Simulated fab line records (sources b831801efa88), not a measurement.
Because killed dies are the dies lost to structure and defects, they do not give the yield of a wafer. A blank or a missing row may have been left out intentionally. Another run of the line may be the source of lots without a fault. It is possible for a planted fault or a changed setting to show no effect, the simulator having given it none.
What tool caused it?	flow sky130	30 wafers from 10 lots sampled at 6 of the route's 708 steps

WHAT THE GAUGES READ, wafer by wafer
SKY_LOCAL_INTERCONNECT_RS_MEAS_01: uses a four-point probe to measure.
lot	measured	on	LOCAL_INTERCONNECT_TIN_RS (ohm/sq)
L831	day 29 13:35	film metro-01	14.13 14.18 13.96
L832	day 29 19:49	film metro-04	14.14 14.19 14.38
L835	day 31 02:06	film metro-01	13.84 13.92 14.01
L836	day 31 08:44	film metro-04	13.93 14.12 13.87
L839	day 32 18:23	film metro-02	13.79 13.76 14.04
L840	day 32 18:43	film metro-04	13.90 14.11 14.11
L847	day 35 04:46	film metro-02	14.21 14.05 14.26
L849	day 35 10:43	film metro-04	14.13 14.28 14.07
L850	day 35 18:04	film metro-01	13.79 13.94 14.09
L854	day 36 18:39	film metro-04	14.11 14.12 14.02

SKY_METAL1_RS_MEAS_05: uses a four-point probe to measure.
lot	measured	on	METAL1_ALCU_RS (ohm/sq)
L831	day 32 01:07	film metro-04	0.1277 0.1289 0.1283
L832	day 32 06:32	film metro-03	0.1257 0.1260 0.1257
L835	day 33 20:10	film metro-02	0.1265 0.1272 0.1252
L836	day 33 18:53	film metro-02	0.1257 0.1245 0.1275
L839	day 35 03:08	film metro-03	0.1289 0.1264 0.1277
L840	day 35 03:48	film metro-03	0.1281 0.1269 0.1271
L847	day 37 12:58	film metro-02	0.1253 0.1263 0.1260
L849	day 37 17:31	film metro-03	0.2166 0.2177 0.2169
L850	day 38 01:28	film metro-04	0.1282 0.1267 0.1271
L854	day 39 03:46	film metro-04	0.2215 0.2195 0.2218

SKY_METAL1_THK_MEAS_06: measures by xrf.
lot	measured	on	METAL1_ALCU_THK (nm)
L831	day 32 01:14	film metro-04	250.0 248.3 247.8
L832	day 32 06:37	film metro-03	256.8 252.2 252.8
L835	day 33 20:16	film metro-02	253.4 250.5 253.9
L836	day 33 18:59	film metro-02	254.4 256.4 250.8
L839	day 35 03:16	film metro-03	252.1 255.1 252.6
L840	day 35 03:55	film metro-03	250.4 252.2 253.4
L847	day 37 13:05	film metro-02	256.9 254.3 253.8
L849	day 37 17:37	film metro-03	151.9 150.9 151.1
L850	day 38 01:35	film metro-04	251.4 255.1 255.0
L854	day 39 03:53	film metro-04	149.5 150.4 148.6

WHAT TOOL EACH LOT RAN ON (gives the tool, then ch and the chambers of the sampled wafers, and finally the start)
lot	SKY_LOCAL_INTERCONNECT_SPUTTER_00	SKY_METAL1_SPUTTER_02	SKY_METAL1_SPUTTER_04
L831	pvd sputter-02, day 29 13:31	pvd sputter-03, day 32 01:01	pvd sputter-03, day 32 01:04
L832	pvd sputter-04, day 29 19:40	pvd sputter-01, day 32 06:22	pvd sputter-01, day 32 06:25
L835	pvd sputter-04, day 31 02:01	pvd sputter-03, day 33 20:03	pvd sputter-03, day 33 20:05
L836	pvd sputter-03, day 31 08:37	pvd sputter-03, day 33 18:44	pvd sputter-03, day 33 18:47
L839	pvd sputter-02, day 32 18:19	pvd sputter-04, day 35 03:03	pvd sputter-04, day 35 03:05
L840	pvd sputter-04, day 32 18:38	pvd sputter-01, day 35 03:41	pvd sputter-01, day 35 03:44
L847	pvd sputter-03, day 35 04:41	pvd sputter-01, day 37 12:52	pvd sputter-01, day 37 12:54
L849	pvd sputter-03, day 35 10:38	pvd sputter-01, day 37 17:23	pvd sputter-01, day 37 17:26
L850	pvd sputter-02, day 35 18:00	pvd sputter-04, day 38 01:22	pvd sputter-04, day 38 01:25
L854	pvd sputter-02, day 36 18:34	pvd sputter-01, day 39 03:40	pvd sputter-01, day 39 03:42
- SKY_LOCAL_INTERCONNECT_SPUTTER_00: material TiN, target thk 100 nm, time 83.3 s.
- SKY_METAL1_SPUTTER_02: material AlCu, target thk 250 nm, time 13.3 s.
- SKY_METAL1_SPUTTER_04: material TiN, target thk 70 nm, time 58.3 s.

WHAT THE TOOLS THEMSELVES READ (means of the sampled wafers that have a number; where no wafer has one, the mark that the record gives instead)
SKY_LOCAL_INTERCONNECT_SPUTTER_00.
lot	tool	throttle valve pct (%)
L831	pvd sputter-02	28.4
L832	pvd sputter-04	29.3
L835	pvd sputter-04	29.3
L836	pvd sputter-03	29.6
L839	pvd sputter-02	30.9
L840	pvd sputter-04	29.2
L847	pvd sputter-03	29.6
L849	pvd sputter-03	30.0
L850	pvd sputter-02	30.7
L854	pvd sputter-02	30.1

SKY_METAL1_SPUTTER_02.
lot	tool	throttle valve pct (%)
L831	pvd sputter-03	30.3
L832	pvd sputter-01	29.0
L835	pvd sputter-03	29.7
L836	pvd sputter-03	30.5
L839	pvd sputter-04	29.2
L840	pvd sputter-01	29.1
L847	pvd sputter-01	29.8
L849	pvd sputter-01	29.6
L850	pvd sputter-04	29.2
L854	pvd sputter-01	29.5

SKY_METAL1_SPUTTER_04.
lot	tool	throttle valve pct (%)
L831	pvd sputter-03	30.2
L832	pvd sputter-01	29.1
L835	pvd sputter-03	30.0
L836	pvd sputter-03	30.4
L839	pvd sputter-04	29.3
L840	pvd sputter-01	29.4
L847	pvd sputter-01	29.8
L849	pvd sputter-01	29.5
L850	pvd sputter-04	29.2
L854	pvd sputter-01	29.4

THE ANSWER, worked out from the rows above alone
Rule: usual is defined by the lots themselves. Put in order of their means at a reading, lots are off if they are a third of the lots or fewer, leave a main group of 4 or more, and stand apart from it by a gap of 3 or more times the standard deviation of the main group's means; of several such gaps the widest counts. If all means in a main group match to the digits the tables above print for the reading, that group is not used. Also off: a lot with no number at a reading for which 4 or more lots have one. Where the step has rows for the other lots, those lots are counted as sound. After the gauges, taken in route order, come the tools' own readings; for these a lot's mean is taken, as printed above. At the first step where some lot is off, the reading lying furthest off is the one used; lots without a number count as furthest.
Off: at SKY_METAL1_RS_MEAS_05 (METAL1_ALCU_RS), L849, L854. The main group: mean 0.1268 ohm/sq, standard deviation 0.0009.
If a tool, at a process step before that reading, ran all the lots that are off and no sound lot after the first of them, it fits. Gauges at SKY_METAL1_RS_MEAS_05: tried the same way as those tools. One fits: pvd sputter-01 at SKY_METAL1_SPUTTER_02 and SKY_METAL1_SPUTTER_04. At SKY_METAL1_SPUTTER_02 its last sound lot is L847 (day 37 12:52), its first lot that is off L849 (day 37 17:23): a fault that began between those two fits.

WHAT THE SIMULATOR HAD PUT IN
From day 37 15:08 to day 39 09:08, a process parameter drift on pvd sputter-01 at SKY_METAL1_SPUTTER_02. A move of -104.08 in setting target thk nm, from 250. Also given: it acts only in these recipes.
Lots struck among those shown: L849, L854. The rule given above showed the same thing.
